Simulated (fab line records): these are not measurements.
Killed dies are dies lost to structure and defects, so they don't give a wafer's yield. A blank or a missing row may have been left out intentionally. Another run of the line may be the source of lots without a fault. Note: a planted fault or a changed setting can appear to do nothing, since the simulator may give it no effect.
fab line records	flow gf180mcu
record lots=12	wafers=36	last-day=34
route steps=602 shown STI@3 NWELL@50 MVSD@73
lots that met no fault: from a run of the same line without faults
start-h: the number of hours between the record's first day and the start of the first shown wafer of the lot	wait-h: hours from the lot's prior step to this one	" the same as in the row above	L1.1+2: one row covering several wafers at once	- no value present, or no start provided	* or withheld: withheld	< > ~ a bound
route shown NAME@n: a module of which the file shows steps, and the number in the route of the first	usual: average and standard deviation across the fault-free wafers	same: alike in all rows	chamber/n: place in a boat	sites: each site's reading	_std_site: standard deviation across them	_edge_site: mean of outer sites minus mean of inner sites	radius-mm: for every site, how far away it sits from the centre of the wafer	mask NAME#n: copy n	behind: the last tool/chamber to shape the wafer	hold: cause of the lot's hold/its duration in hours/its outcome	device: the transistor (n, p or np) that didn't switch	end of line: the same wafers' tests at the end of the route	for a step that has no rows: nothing shown but its recipe	killed: count of dies lost to structure and defects at first sort (not the wafer's yield)	map: per-die view of a wafer (x killed, . not killed, _ where there is no die)
set.NAME: setting as actually run; set.NAME@STEP: the setting as run at that earlier step	model.NAME: the simulator's own value behind a step, which no gauge read
a sample of lots followed through the steps of the route, with each step as a table and each wafer as a row
services: a tool's chamber out of use, with start hour (start-h, from the record's first day; less than 0 if before it), hours out, and reason
## steps
# step GF_STI_THK_MEAS_02
# recipe reads=SiO2_of_STI_OXIDATION_01
# usual STI_OXIDATION_THK=9.83/0.19
lot.wafer	tool	chamber	start-h	wait-h	STI_OXIDATION_THK[nm]
L268.3	film-metro-01	-	11.53	0.0	9.85
L268.4	"	-	"	"	9.78
L268.5	"	-	"	"	9.91
L269.4	film-metro-01	-	19.06	0.0	9.58
L269.5	"	-	"	"	9.66
L269.6	"	-	"	"	9.62
L270.1	film-metro-03	-	24.31	0.0	9.82
L270.2	"	-	"	"	9.73
L270.4	"	-	"	"	9.63
L271.3	film-metro-03	-	27.45	0.0	9.43
L271.4	"	-	"	"	9.53
L271.5	"	-	"	"	9.54
L275.2	film-metro-03	-	46.82	0.0	10.04
L275.4	"	-	"	"	10.00
L275.5	"	-	"	"	9.95
L276.1	film-metro-03	-	51.51	0.0	9.35
L276.2	"	-	"	"	9.66
L276.5	"	-	"	"	9.62
L277.1	film-metro-03	-	57.05	0.0	9.80
L277.2	"	-	"	"	9.74
L277.3	"	-	"	"	9.74
L278.4	film-metro-04	-	62.22	0.0	9.84
L278.5	"	-	"	"	9.71
L278.6	"	-	"	"	9.83
L285.4	film-metro-03	-	96.54	0.0	10.27
L285.5	"	-	"	"	10.10
L285.6	"	-	"	"	10.20
L287.1	film-metro-04	-	107.10	0.0	9.82
L287.3	"	-	"	"	10.04
L287.6	"	-	"	"	10.08
L288.2	film-metro-01	-	111.52	0.0	10.00
L288.3	"	-	"	"	9.85
L288.6	"	-	"	"	9.98
L289.2	film-metro-04	-	117.41	0.0	9.84
L289.4	"	-	"	"	9.63
L289.5	"	-	"	"	9.76
# step GF_STI_ETCH_14
# recipe target=Si	chemistry=HBr/Cl2/O2	target-depth-nm=360	icp-w=600	bias-w=150	pressure-mtorr=15	HBr_flow_sccm=150	Cl2_flow_sccm=40	O2_flow_sccm=6	time-s=102.9
# usual drypump-motor-current-A=5.6/0.58	oes-product-au=0.997/0.01	throttle-valve-pct=25.660/0.011
lot.wafer	tool	chamber	start-h	wait-h	drypump-motor-current-A	oes-product-au	rf-hours-counter-h	throttle-valve-pct
L268.3	rie-si-01	1	25.79	0.0	4.8	0.983	28	25.672
L268.4	"	1	"	"	4.8	0.997	-	25.669
L268.5	"	2	"	"	6.6	0.979	-	25.665
L269.4	rie-si-01	0	33.16	0.0	5.3	1.018	143	25.646
L269.5	"	1	"	"	4.8	1.005	-	25.646
L269.6	"	2	"	"	6.6	0.999	-	25.677
L270.1	rie-si-02	2	38.38	0.0	6.2	1.002	160	25.656
L270.2	"	0	"	"	5.5	0.999	19	25.658
L270.4	"	1	"	"	5.8	0.997	2	25.669
L271.3	rie-si-01	3	41.63	0.0	5.0	0.978	79	25.687
L271.4	"	1	"	"	4.8	0.982	28	25.659
L271.5	"	2	"	"	6.6	0.985	-	25.683
L275.2	rie-si-02	0	61.69	0.0	5.5	1.002	19	25.652
L275.4	"	2	"	"	6.2	1.003	-	25.664
L275.5	"	1	"	"	5.8	0.994	-	25.665
L276.1	rie-si-01	1	67.13	0.0	4.8	0.989	28	25.675
L276.2	"	3	"	"	5.0	0.979	79	25.681
L276.5	"	2	"	"	6.6	0.986	-	25.678
L277.1	rie-si-01	1	72.11	0.0	4.8	1.013	28	25.656
L277.2	"	2	"	"	6.6	0.995	115	25.660
L277.3	"	0	"	"	5.3	1.019	143	25.647
L278.4	rie-si-02	3	77.41	0.0	5.1	0.975	147	25.662
L278.5	"	1	"	"	5.8	0.990	-	25.676
L278.6	"	0	"	"	5.5	0.990	-	25.668
L285.4	rie-si-02	0	113.09	0.0	5.5	1.001	-	25.653
L285.5	"	2	"	"	6.2	1.000	-	25.633
L285.6	"	1	"	"	5.8	0.975	-	25.668
L287.1	rie-si-02	0	123.48	0.0	5.6	0.989	20	25.661
L287.3	"	3	"	"	5.1	0.999	0	25.649
L287.6	"	3	"	"	5.1	0.991	-	25.657
L288.2	rie-si-02	3	127.86	0.0	5.0	1.010	0	25.666
L288.3	"	0	"	"	5.6	1.009	20	25.662
L288.6	"	0	"	"	5.5	1.002	-	25.648
L289.2	rie-si-02	1	134.68	0.0	5.8	0.989	4	25.677
L289.4	"	3	"	"	5.0	1.000	0	25.656
L289.5	"	0	"	"	5.6	0.986	-	25.662
# step GF_NWELL_IMPLANT_08
# recipe species=P	energy-kev=450	dose-cm2=1.5e+13	tilt-deg=0
# usual beam-on-s=9.97/0.23	faraday-current-uA=84.8/1.9
lot.wafer	tool	chamber	start-h	wait-h	beam-on-s	faraday-current-uA
L268.3	implanter-03	0	57.56	0.1	10.24	82.2
L268.4	"	0	"	"	10.07	84.2
L268.5	"	0	"	"	9.68	87.2
L269.4	implanter-04	0	63.64	0.1	9.66	87.3
L269.5	"	0	"	"	10.27	81.9
L269.6	"	0	"	"	10.44	80.9
L270.1	implanter-02	0	70.12	0.0	9.91	85.3
L270.2	"	0	"	"	9.41	89.6
L270.4	"	0	"	"	9.48	88.8
L271.3	implanter-04	0	72.57	0.1	9.99	84.4
L271.4	"	0	"	"	9.67	87.6
L271.5	"	0	"	"	9.92	85.3
L275.2	implanter-02	0	93.89	0.0	9.61	87.6
L275.4	"	0	"	"	9.96	84.8
L275.5	"	0	"	"	9.85	85.4
L276.1	implanter-03	0	100.16	0.0	10.26	82.3
L276.2	"	0	"	"	10.08	83.7
L276.5	"	0	"	"	10.14	83.8
L277.1	implanter-03	0	104.32	0.0	10.20	83.0
L277.2	"	0	"	"	10.15	83.3
L277.3	"	0	"	"	9.69	87.2
L278.4	implanter-03	0	114.50	0.1	10.06	84.2
L278.5	"	0	"	"	10.16	82.8
L278.6	"	0	"	"	10.00	84.3
L285.4	implanter-04	0	149.24	0.1	7.94	106.2
L285.5	"	0	"	"	7.82	108.3
L285.6	"	0	"	"	7.55	112.1
L287.1	implanter-04	0	159.23	0.0	7.76	108.5
L287.3	"	0	"	"	7.65	110.7
L287.6	"	0	"	"	7.76	108.4
L288.2	implanter-03	0	163.64	0.0	9.84	86.1
L288.3	"	0	"	"	9.86	86.0
L288.6	"	0	"	"	10.08	84.0
L289.2	implanter-03	0	170.50	0.0	9.76	86.9
L289.4	"	0	"	"	9.83	86.2
L289.5	"	0	"	"	10.17	82.9
# step GF_NWELL_TW_MEAS_11
# usual NWELL_TW=1578/11
lot.wafer	tool	chamber	start-h	wait-h	NWELL_TW
L268.3	film-metro-01	-	57.93	0.1	1565
L268.4	"	-	"	"	1572
L268.5	"	-	"	"	1573
L269.4	film-metro-01	-	63.99	0.1	1578
L269.5	"	-	"	"	1574
L269.6	"	-	"	"	1571
L270.1	film-metro-01	-	70.52	0.1	1562
L270.2	"	-	"	"	1567
L270.4	"	-	"	"	1568
L271.3	film-metro-02	-	72.94	0.1	1569
L271.4	"	-	"	"	1572
L271.5	"	-	"	"	1585
L275.2	film-metro-03	-	94.27	0.1	1595
L275.4	"	-	"	"	1588
L275.5	"	-	"	"	1584
L276.1	film-metro-03	-	100.56	0.1	1585
L276.2	"	-	"	"	1586
L276.5	"	-	"	"	1585
L277.1	film-metro-01	-	104.72	0.1	1558
L277.2	"	-	"	"	1564
L277.3	"	-	"	"	1559
L278.4	film-metro-03	-	114.86	0.1	1577
L278.5	"	-	"	"	1591
L278.6	"	-	"	"	1577
L285.4	film-metro-02	-	149.59	0.1	1464
L285.5	"	-	"	"	1468
L285.6	"	-	"	"	1466
L287.1	film-metro-01	-	159.63	0.1	1469
L287.3	"	-	"	"	1473
L287.6	"	-	"	"	1463
L288.2	film-metro-03	-	164.02	0.1	1591
L288.3	"	-	"	"	1598
L288.6	"	-	"	"	1590
L289.2	film-metro-02	-	170.88	0.1	1577
L289.4	"	-	"	"	1572
L289.5	"	-	"	"	1591
# step GF_MVSD_OVL_MEAS_07
# usual MVSD_OVL=0.3/1.6
lot.wafer	tool	chamber	start-h	wait-h	MVSD_OVL[nm]
L268.3	overlay-01	-	85.27	-	-3.2
L268.4	"	-	"	"	-0.1
L268.5	"	-	"	"	0.5
L269.4	overlay-01	-	90.01	-	-1.7
L269.5	"	-	"	"	0.8
L269.6	"	-	"	"	0.7
L270.1	overlay-01	-	97.61	-	-0.2
L270.2	"	-	"	"	-1.6
L270.4	"	-	"	"	-0.7
L271.3	overlay-02	-	100.79	-	2.2
L271.4	"	-	"	"	2.6
L271.5	"	-	"	"	1.4
L275.2	overlay-02	-	123.56	-	1.3
L275.4	"	-	"	"	2.3
L275.5	"	-	"	"	0.7
L276.1	overlay-01	-	130.83	-	0.1
L276.2	"	-	"	"	0.6
L276.5	"	-	"	"	0.6
L277.1	overlay-01	-	134.13	-	1.0
L277.2	"	-	"	"	0.0
L277.3	"	-	"	"	0.9
L278.4	overlay-01	-	145.38	-	0.0
L278.5	"	-	"	"	0.5
L278.6	"	-	"	"	-0.6
L285.4	overlay-02	-	182.13	-	0.9
L285.5	"	-	"	"	-1.8
L285.6	"	-	"	"	0.4
L287.1	overlay-01	-	192.56	-	-2.3
L287.3	"	-	"	"	-1.9
L287.6	"	-	"	"	-0.5
L288.2	overlay-01	-	197.79	-	-2.8
L288.3	"	-	"	"	-3.1
L288.6	"	-	"	"	-3.1
L289.2	overlay-01	-	204.30	-	0.1
L289.4	"	-	"	"	-0.3
L289.5	"	-	"	"	-1.0
# step GF_VT_IMPLANT_RS_MEAS_47
# recipe thk-meas-gauge=four-point-probe
# usual NWELL_RS=487.7/1.3
lot.wafer	tool	chamber	start-h	wait-h	NWELL_RS[ohm/sq]
L268.3	film-metro-01	-	160.99	0.1	487.4
L268.4	"	-	"	"	488.1
L268.5	"	-	"	"	487.6
L269.4	film-metro-03	-	165.45	0.1	486.0
L269.5	"	-	"	"	486.4
L269.6	"	-	"	"	487.8
L270.1	film-metro-02	-	173.66	0.1	488.5
L270.2	"	-	"	"	488.7
L270.4	"	-	"	"	488.1
L271.3	film-metro-01	-	180.14	0.1	488.0
L271.4	"	-	"	"	487.9
L271.5	"	-	"	"	487.4
L275.2	film-metro-02	-	206.11	0.1	487.9
L275.4	"	-	"	"	489.6
L275.5	"	-	"	"	487.9
L276.1	film-metro-01	-	213.90	0.1	487.0
L276.2	"	-	"	"	488.7
L276.5	"	-	"	"	489.1
L277.1	film-metro-03	-	216.30	0.1	488.7
L277.2	"	-	"	"	486.8
L277.3	"	-	"	"	486.4
L278.4	film-metro-03	-	229.76	0.1	489.7
L278.5	"	-	"	"	487.1
L278.6	"	-	"	"	489.0
L285.4	film-metro-01	-	272.46	0.1	558.4
L285.5	"	-	"	"	556.3
L285.6	"	-	"	"	557.4
L287.1	film-metro-03	-	283.40	0.1	557.0
L287.3	"	-	"	"	554.2
L287.6	"	-	"	"	555.5
L288.2	film-metro-02	-	289.76	0.1	488.2
L288.3	"	-	"	"	488.4
L288.6	"	-	"	"	488.8
L289.2	film-metro-01	-	299.11	0.1	487.5
L289.4	"	-	"	"	486.8
L289.5	"	-	"	"	486.5
## services
tool	chamber	start-h	hours	kind
rie-si-02	1	3.35	13.3	repair
implanter-02	-	16.01	6.2	pm
implanter-02	-	26.21	1.2	repair
rie-si-02	3	26.96	5.9	repair
rie-si-01	-	37.22	4.3	pm
rie-si-02	2	38.76	-	clean
rie-si-02	2	38.76	19.1	scheduled-down
rie-si-02	2	38.76	19.1	vent-cycle
implanter-04	-	46.99	8.2	repair
rie-si-01	3	50.73	6.2	repair
implanter-04	-	52.28	1.3	repair
rie-si-02	3	54.62	7.1	repair
implanter-03	-	55.47	1.2	repair
rie-si-02	3	64.25	1.9	repair
rie-si-02	3	98.41	-	clean
rie-si-02	3	98.41	15.0	scheduled-down
rie-si-02	3	98.41	15.0	vent-cycle
implanter-04	-	99.08	19.3	pm
rie-si-01	0	115.75	-	clean
rie-si-01	0	115.75	28.7	scheduled-down
rie-si-01	0	115.75	28.7	vent-cycle
rie-si-01	0	149.49	4.8	repair
implanter-04	-	161.74	2.3	repair
## key
first-sign step=GF_NWELL_IMPLANT_08	reading=faraday-current-uA	direction=up	sigmas=13	usual=84.8	struck=109.0
effect step=GF_NWELL_IMPLANT_08	reading=beam-on-s	direction=down	sigmas=9.7	usual=9.97	struck=7.75
effect step=GF_NWELL_TW_MEAS_11	reading=NWELL_TW	direction=down	sigmas=9.8	usual=1578	struck=1467
effect step=GF_VT_IMPLANT_RS_MEAS_47	reading=NWELL_RS	direction=up	sigmas=54	usual=487.7	struck=556.5
met-at GF_NWELL_IMPLANT_08
struck-lots L285,L287
tester-left-out L285,L287
not-acting-at GF_STI_THK_MEAS_02,GF_STI_ETCH_14,GF_MVSD_OVL_MEAS_07
onset-between 72.57 149.24
fault kind=process-parameter-drift	tool=implanter-04	chamber=-	onset-h=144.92	steps=GF_NWELL_IMPLANT_08	channel=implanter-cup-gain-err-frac	offset=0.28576	shape=step	end-h=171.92
# tester-left-out: of these lots the tester's yield and bins aren't shown, on N5 and GAA mostly nor the transistor test; their killed dies are dies lost to structure and defects alone, not to doping, threshold or leakage, so they don't give the yield
